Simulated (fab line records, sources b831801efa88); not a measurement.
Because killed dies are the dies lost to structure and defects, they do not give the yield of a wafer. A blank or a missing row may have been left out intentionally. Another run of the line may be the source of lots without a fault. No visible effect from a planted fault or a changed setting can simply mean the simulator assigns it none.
A lot that was struck, set against a sound lot	flow sky130	16 out of 708 route steps
Sound: wafers L555.1, L555.3, L555.4. The struck wafers were L573.2, L573.4, L573.6. The cause comes at the end.
Each step with rows lists, per side, the tool, then ch with its chambers, then its first start. Under that, the readings that differ: sound wafers	struck wafers	difference of the means	sigmas: that difference in standard deviations of wafers without a fault.
alike: words and numbers the same on both sides, and readings whose means are apart by under 2 such deviations; not compared: readings that were withheld, readings missing a value for some wafer, numbers with overlapping values and no deviation given by the record, and bounds like >300 which may hide the same value.
Wherever a step has rows on one side only, a row that says differs or no value, or a row with sigmas, the two part there. When numbers do not overlap yet have no deviation, they are printed without sigmas and do not part them. A reading missing from all wafers of one side parts the sides only when that side holds two or more wafers.

first, 2 steps without rows for these wafers: SKY_METAL4_PEB_11; SKY_METAL4_DEVELOP_12 (develop time 60 s).
SKY_METAL4_CD_MEAS_13: target cd 300 nm.
  sound: cdSem-01 at day 42 23:46; struck: cdSem-01 at day 47 10:38
reading	sound	struck	difference	sigmas
cdNm (nm)	298.8 298.6 298.1	300.7 303.3 302.0	+3.5	+2
SKY_METAL4_OVL_MEAS_14:
  sound: overlay-02 at day 42 23:53; struck: overlay-02 at day 47 10:45
  alike: METAL4_OVL
SKY_METAL4_DESCUM_15: chemistry O2, time 8 s.
  sound on rieMetal-04 ch 0,1, day 42 23:56; struck on rieMetal-04 ch 0, day 47 10:47
  alike: drypumpMotorCurrentA, oesProductAu
  not compared: rfHoursCounterH
SKY_METAL4_ETCH_16: etches BARC in N2/H2, stops on SiO2, time 88.2 s, target depth 60 nm.
  sound on rieMetal-04 ch 0,1, day 42 23:58; struck on rieMetal-04 ch 0, day 47 10:49
  alike: drypumpMotorCurrentA, oesProductAu, throttleValvePct
  not compared: rfHoursCounterH
then, 1 step without rows for these wafers: SKY_METAL4_ETCH_17 (etches SiO2 in C4F8/O2/Ar, stops on TiN, time 3.9 s, target depth 15 nm).
SKY_METAL4_METAL_ETCH_18: etches the open film in Cl2/BCl3, stops on SiO2, target depth 845 nm, time 183.1 s.
  sound on rieMetal-03 ch 0,1, day 43 00:04; struck on rieMetal-01 ch 0, day 47 10:55
  alike: drypumpMotorCurrentA, mfcCl2Sccm, oesProductAu, throttleValvePct
  not compared: rfHoursCounterH
SKY_METAL4_STRIP_19: strips in O2/N2.
  sound on plasmaAsher-01 ch 0,1, day 43 00:15; struck on plasmaAsher-02 ch 0,1, day 47 11:06
  alike: drypumpMotorCurrentA, oesProductAu, stripTimeToEndpointS
  not compared: rfHoursCounterH
then, 3 steps without rows for these wafers: SKY_METAL4_STRIP_20 (strips in post etch residue remover, time 1200 s); SKY_METAL4_CLEAN_21 (cleans in IPA, time 180 s); SKY_METAL4_CLEAN_22 (cleans in O3/DIW).
SKY_VIA4_HDPCVD_00: deposits SiO2, target thk 1750 nm, time 291.7 s.
  sound on hdpcvd-02 ch 1,2, day 43 00:53; struck on hdpcvd-01 ch 0,1,2, day 47 11:42
reading	sound	struck	difference	sigmas
model.SiO2_of_VIA4_HDPCVD_00.thkNm (nm)	1763 1740 1738	1144 1143 1145	-603	
SKY_VIA4_THK_MEAS_01:
  sound: filmMetro-02 at day 43 01:04; struck: filmMetro-04 at day 47 11:53
reading	sound	struck	difference	sigmas
VIA4_HDPCVD_THK (nm)	1761 1739 1738	1144 1143 1145	-602	-38
SKY_VIA4_CMP_02: polishes SiO2.
  sound on cmp-02 ch 0,1,2, day 43 01:07; struck on cmp-01 ch 0,2,3, day 47 12:02
  alike: motorCurrentA
-- the record jumps here: 3 days lie between the struck wafers' starts before and after (it left off in module VIA4 and takes up again in module PAD_OPEN, whose first step shown is number 708 of the route) --
SKY_PAD_OPEN_PROBE_99:
  sound: prober-01 at day 47 01:29; struck: prober-02 at day 50 20:01
reading	sound	struck	difference	sigmas
model.etest.tester.sortNPass	403 411 414	230 227 214	-186	
model.etest.tester.sortYieldPct (%)	81.91 83.54 84.15	46.75 46.14 43.5	-37.74	
model.etest.tester.sort_bin_3_pct (%)	0.6098 1.016 1.016	38.62 37.6 38.62	+37.40	
model.etest.met5Comb.leakLog10AUm	-12.01 -11.99 -12.01	-6.97 -7.056 -7.031	+4.98	
model.etest.tester.sort_bin_8_pct (%)	0 0 0	2.21e-06 5.914e-08 1.806e-08	+7.62e-07	
  alike: defectLimitedYield, killed_at_M0_to_M3, killed_at_M4_up, killedAtContacts, killedAtFrontEnd, killedAtOther, killedDies, killedOpen, killedShort

== WHERE THEY PART ==
Last at SKY_VIA4_THK_MEAS_01 as far as this record goes, first at SKY_METAL4_CD_MEAS_13. Later steps at which nothing parts them and some readings are alike: SKY_VIA4_CMP_02, SKY_PAD_OPEN_PROBE_99.

WHY: what had been put in by the simulator
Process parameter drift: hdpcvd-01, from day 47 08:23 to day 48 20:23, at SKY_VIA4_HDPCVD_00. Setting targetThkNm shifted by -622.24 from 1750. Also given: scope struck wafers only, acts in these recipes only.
